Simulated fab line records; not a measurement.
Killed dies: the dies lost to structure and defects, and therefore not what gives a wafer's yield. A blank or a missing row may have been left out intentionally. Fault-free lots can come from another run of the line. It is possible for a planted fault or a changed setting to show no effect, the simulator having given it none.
Problem report, 8D (eight disciplines) form, completed by code	flow gf180mcu	the parts of the form that need people (team, actions taken, sign-off) are left out

## 1. THE PROBLEM
Wafers free of any fault read 42.0 nm (standard deviation 0.43) for MIM_CVD_05_THK at GF_MIM_THK_MEAS_06, against a mean of 31.3 nm on 3 wafers of 2 lots. That is -25 standard deviations from the usual mean.
The first sign was on wafer L140.5 at day 29 19:18, on film_metro-02. At this step, 42 wafers from 14 lots have a number in the record. Rule for "out", or "out of limits": more than 4 standard deviations from the usual mean. The other wafers with a number count as sound.

## 2. WHAT IT IS, WHAT IT ISN'T
question	is	is not
which readings at this step	MIM_CVD_05_THK	-
which lots	L140, L143	L124, L125, L126, L127, L131, L132, L133, L135, L136, L137, L139, L142
which wafers of those lots	L140.5, L143.2, L143.5	L140.1, L140.4, L143.3
read on which gauges	film_metro-02	film_metro-01, film_metro-03
when	from day 29 19:18	up to then (35 sound wafers); but 4 sound wafers of L142, L143 came after

## 3. WHAT RULES OUT EACH SUSPECT
Counting: a tool at a process step up to the reading stays a suspect if it ran every lot that is out. Sound lots after the first of them don't rule it out here, since some wafers of a struck lot are sound.
- the gauge at GF_MIM_THK_MEAS_06: kept. All the wafers that are out were read on film_metro-02, and no step on other tools shows them out.
- pvd_sputter-02 at GF_V3_SPUTTER_22 (material TiN, target thk 10 nm, time 40 s): kept. Every lot that is out went through it, the first being L140 (day 28 01:02); the last sound lot it ran before that was L139 (day 27 20:16).
- pecvd-04 at GF_MIM_CVD_05 (deposits Si3N4, target thk 42 nm, time 29.086 s): kept. Every lot that is out went through it, the first being L140 (day 29 19:16); the last sound lot it ran before that was L137 (day 29 00:22).
- pecvd-04, GF_MIM_CVD_05: wafers that are out in chamber 2, sound lot-mates in chambers 0, 1.
Still standing after the count: pvd_sputter-02 at GF_V3_SPUTTER_22, pecvd-04 at GF_MIM_CVD_05, film_metro-02 at GF_MIM_THK_MEAS_06.

## 4. THE CAUSE (what the simulator had put in)
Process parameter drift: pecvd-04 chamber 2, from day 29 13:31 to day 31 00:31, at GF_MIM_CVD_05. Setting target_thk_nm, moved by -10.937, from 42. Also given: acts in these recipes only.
This tool is one of the 3 suspects left after counting.

## 5. THE EFFECT CHAIN, in route order
Each row: a reading whose mean over the struck wafers that have a number lies more than 3 standard deviations from the usual. Only readings for which the record gives a usual standard deviation are gone through. hours: the time from each lot's start at the first step in this table that gives one to its start at this step, as a median over the lots. sigmas: the change in usual standard deviations.
hours	step	reading	usual	on struck wafers	change	sigmas
0	GF_MIM_THK_MEAS_06	MIM_CVD_05_THK	42.0 nm	31.3	-10.7	-25

## 6. WHAT WOULD HAVE CAUGHT IT SOONER
6 hours passed between the start of the fault at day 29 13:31 and the first reading out of limits at a measuring or inspecting step in this record, taken at day 29 19:18.
No tool reading at GF_MIM_CVD_05 that has a usual standard deviation in the record was out on any struck wafer, so an alarm limit of 4 standard deviations on those readings would not have fired.
L143, from the lots that are out (2), started GF_MIM_CVD_05 on pecvd-04 later than day 29 19:18. Holding the tool at that time would have saved it.
